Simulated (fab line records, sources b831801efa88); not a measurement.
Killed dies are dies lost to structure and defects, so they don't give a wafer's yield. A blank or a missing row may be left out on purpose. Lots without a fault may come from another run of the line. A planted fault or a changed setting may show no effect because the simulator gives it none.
A struck lot beside a sound one | flow sky130 | 19 steps out of a route of 708
Sound: wafers L797.2, L797.5, L797.6. Struck: wafers L802.2, L802.5, L802.6. The cause comes at the end.
At each step with rows: each side's tool, then ch and its chambers, then its first start. Under that, the readings that differ: sound wafers | struck wafers | difference of the means | sigmas: that difference in standard deviations of wafers without a fault.
alike: readings whose means differ by less than 2 such deviations, and words and numbers that are the same on both sides. not compared: withheld readings, readings that some wafer has no value for, bounds like >300 that may hide the same value, and numbers for which the record gives no deviation and whose values overlap.
The two part at a step that has a row with sigmas, a row that says differs or no value, or rows on one side only. Numbers that don't overlap but have no deviation are shown without sigmas and don't part them. A reading that every wafer of one side lacks parts them only if that side has two wafers or more.

first, 6 steps without rows for these wafers: SKY_RES_XHIGH_COAT_02 (resist thk 1140 nm); SKY_RES_XHIGH_SOFTBAKE_03 (time 60 s); SKY_RES_XHIGH_EXPOSE_04 (exposes mask URPM, target cd 1270 nm); SKY_RES_XHIGH_PEB_05; SKY_RES_XHIGH_DEVELOP_06 (develop time 60 s); SKY_RES_XHIGH_IMPLANT_07.
SKY_RES_XHIGH_STRIP_08: strips in O2/N2.
  sound on plasma_asher-02 ch 0,1, day 27 06:08; struck on plasma_asher-01 ch 0,1, day 29 02:56
  reading                     | sound          | struck         | difference | sigmas
  drypump_motor_current_A (A) | 6.3 6.3 5.6    | 5.1 4.9 5.1    | -1.0       | -2
  o2_flow_sccm (sccm)         | 2987 2984 2997 | 3003 3010 3017 | +21        | +2
  alike: oes_product_au, strip_time_to_endpoint_s
  not compared: rf_hours_counter_h
SKY_RES_XHIGH_TW_MEAS_09:
  sound on film_metro-03, day 27 06:14; struck on film_metro-03, day 29 03:02
  alike: RES_XHIGH_TW
then, 4 steps without rows for these wafers: SKY_SD_N_DEHYDRATE_00 (time 60 s); SKY_SD_N_HMDS_01 (prime time 60 s); SKY_SD_N_COAT_02 (resist thk 1140 nm); SKY_SD_N_SOFTBAKE_03 (time 60 s).
SKY_SD_N_EXPOSE_04: exposes mask NSDM, target cd 380 nm.
  sound on iline_stepper-01 ch 0, day 27 20:23; struck on iline_stepper-01 ch 0, day 29 17:20
  reading                      | sound                | struck            | difference | sigmas
  model.SD_N.overlay_x_nm (nm) | 0.8524 0.8524 0.8524 | 60.67 60.67 60.67 | +59.82     |
  alike: mask
then, 2 steps without rows for these wafers: SKY_SD_N_PEB_05; SKY_SD_N_DEVELOP_06 (develop time 60 s).
SKY_SD_N_CD_MEAS_07: target cd 380 nm.
  sound on cd_sem-01, day 28 10:48; struck on cd_sem-01, day 30 06:54
  alike: cd_nm
SKY_SD_N_OVL_MEAS_08:
  sound on overlay-02, day 28 10:55; struck on overlay-01, day 30 07:01
  reading       | sound        | struck         | difference | sigmas
  SD_N_OVL (nm) | -0.5 1.0 0.3 | 59.2 59.4 59.5 | +59.1      | +42
then, 1 step without rows for these wafers: SKY_SD_N_IMPLANT_09.
-- the record jumps here: 17 days lie between the struck wafers' starts before and after (it left off in module SD_N and takes up again in module PAD_OPEN, whose first step shown is number 708 of the route) --
SKY_PAD_OPEN_PROBE_99:
  sound on prober-01, day 46 05:23; struck on prober-02, day 47 16:40
  alike: killed_at_M0_to_M3, killed_at_M4_up, killed_at_contacts, killed_at_front_end, killed_at_other, killed_dies, killed_on_rim, killed_open, killed_short

WHERE THEY PART
First at SKY_RES_XHIGH_STRIP_08; last, within this record, at SKY_SD_N_OVL_MEAS_08. Later steps at which nothing parts them and some readings are alike: SKY_PAD_OPEN_PROBE_99.

WHY: what the simulator had put in
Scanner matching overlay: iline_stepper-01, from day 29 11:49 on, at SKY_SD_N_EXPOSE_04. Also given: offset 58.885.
